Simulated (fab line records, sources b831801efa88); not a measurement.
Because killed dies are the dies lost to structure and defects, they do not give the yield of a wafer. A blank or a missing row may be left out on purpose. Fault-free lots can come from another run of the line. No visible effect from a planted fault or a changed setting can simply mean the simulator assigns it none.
Which tool did it?	flow gf180mcu	12 lots with 36 wafers sampled at 3 steps, on a route of 602 steps

## WHAT EACH GAUGE READ, for each wafer
GF_V2_RS_MEAS_24: a four-point-probe measurement. Usual: V2_W_RS typically reads 0.331 ohm/sq, with standard deviation 0.0045.
lot	measured	on	V2_W_RS (ohm/sq)	flag
L569	day 20 07:47	filmMetro-04	0.332 0.337 0.335	
L570	day 20 20:34	filmMetro-04	0.327 0.328 0.332	
L572	day 21 17:52	filmMetro-02	0.335 0.333 0.334	
L573	day 21 18:50	filmMetro-02	0.335 0.332 0.334	
L574	day 22 01:10	filmMetro-03	0.333 0.331 0.333	
L575	day 22 11:37	filmMetro-03	0.335 0.330 0.328	
L576	day 22 18:11	filmMetro-04	0.329 0.333 0.329	
L579	day 23 22:44	filmMetro-04	0.332 0.335 0.337	
L580	day 24 15:01	filmMetro-03	0.330 0.338 0.325	
L583	day 25 23:41	filmMetro-04	0.336 0.321 0.319	
L584	day 26 10:35	filmMetro-03	0.330 0.331 0.316	
L591	day 28 09:14	filmMetro-03	0.333 0.340 0.337	

## WHICH TOOL RAN EACH LOT (tool, then ch and the chambers of the sampled wafers, then the start)
lot	GF_V2_SPUTTER_21	GF_V2_CVD_23
L569	pvdSputter-01, day 20 07:35	cvdW-01 ch 0,1, day 20 07:41
L570	pvdSputter-01, day 20 20:21	cvdW-02 ch 0,1, day 20 20:27
L572	pvdSputter-04, day 21 17:39	cvdW-01 ch 0,1, day 21 17:45
L573	pvdSputter-02, day 21 18:36	cvdW-02 ch 1, day 21 18:42
L574	pvdSputter-02, day 22 00:53	cvdW-02 ch 0,1, day 22 01:01
L575	pvdSputter-04, day 22 11:24	cvdW-02 ch 0,1, day 22 11:30
L576	pvdSputter-02, day 22 17:59	cvdW-01 ch 1, day 22 18:05
L579	pvdSputter-04, day 23 22:29	cvdW-02 ch 0,1, day 23 22:37
L580	pvdSputter-02, day 24 14:49	cvdW-02 ch 0,1, day 24 14:55
L583	pvdSputter-01, day 25 23:27	cvdW-02 ch 1, day 25 23:33
L584	pvdSputter-02, day 26 10:21	cvdW-02 ch 0,1, day 26 10:27
L591	pvdSputter-04, day 28 09:01	cvdW-01 ch 0,1, day 28 09:07
- GF_V2_SPUTTER_21: material Ti, target thk 15 nm, time 80.02 s.
- GF_V2_CVD_23: deposits W, target thk 350 nm, time 104.94 s.

## WHAT THE TOOLS THEMSELVES READ (means of the sampled wafers that have a number; where no wafer has one, the mark that the record gives instead)
GF_V2_SPUTTER_21. Usual: cathodeDcPowerW 2500.0 W, standard deviation 0.44; throttleValvePct 29.6 %, standard deviation 1.2.
lot	tool	cathodeDcPowerW (W)	throttleValvePct (%)	flag
L569	pvdSputter-01	2500.1	29.2	
L570	pvdSputter-01	2500.2	28.9	
L572	pvdSputter-04	2499.9	30.8	
L573	pvdSputter-02	2500.1	29.3	
L574	pvdSputter-02	2500.1	29.0	
L575	pvdSputter-04	2500.6	30.5	
L576	pvdSputter-02	2500.0	27.9	
L579	pvdSputter-04	2500.0	29.7	
L580	pvdSputter-02	2499.7	28.6	
L583	pvdSputter-01	2499.7	30.0	
L584	pvdSputter-02	2500.1	29.3	
L591	pvdSputter-04	2500.4	29.6	

GF_V2_CVD_23. Usual: 910 W for heaterPowerW, sd 73.
lot	tool	heaterPowerW (W)	flag
L569	cvdW-01	914	
L570	cvdW-02	935	
L572	cvdW-01	867	
L573	cvdW-02	848	
L574	cvdW-02	935	
L575	cvdW-02	884	
L576	cvdW-01	831	
L579	cvdW-02	890	
L580	cvdW-02	923	
L583	cvdW-02	834	
L584	cvdW-02	886	
L591	cvdW-01	908	

## THE ANSWER, worked out from the rows above alone
Rule: a lot counts as off when the mean over its wafers that have a number is more than 3 standard deviations away from the usual mean. Also off: a lot with no number at a reading for which 4 or more lots have one. Any other lot the step has rows for is counted as sound. Order of review: gauges by route order, followed by the tools' own readings, for which a lot's mean as printed above is used. At the first step where some lot is off, the reading lying furthest off is the one used; lots without a number count as furthest.
Nothing can be told from this: no lot is off at any reading shown.

## WHAT WAS PUT IN BY THE SIMULATOR
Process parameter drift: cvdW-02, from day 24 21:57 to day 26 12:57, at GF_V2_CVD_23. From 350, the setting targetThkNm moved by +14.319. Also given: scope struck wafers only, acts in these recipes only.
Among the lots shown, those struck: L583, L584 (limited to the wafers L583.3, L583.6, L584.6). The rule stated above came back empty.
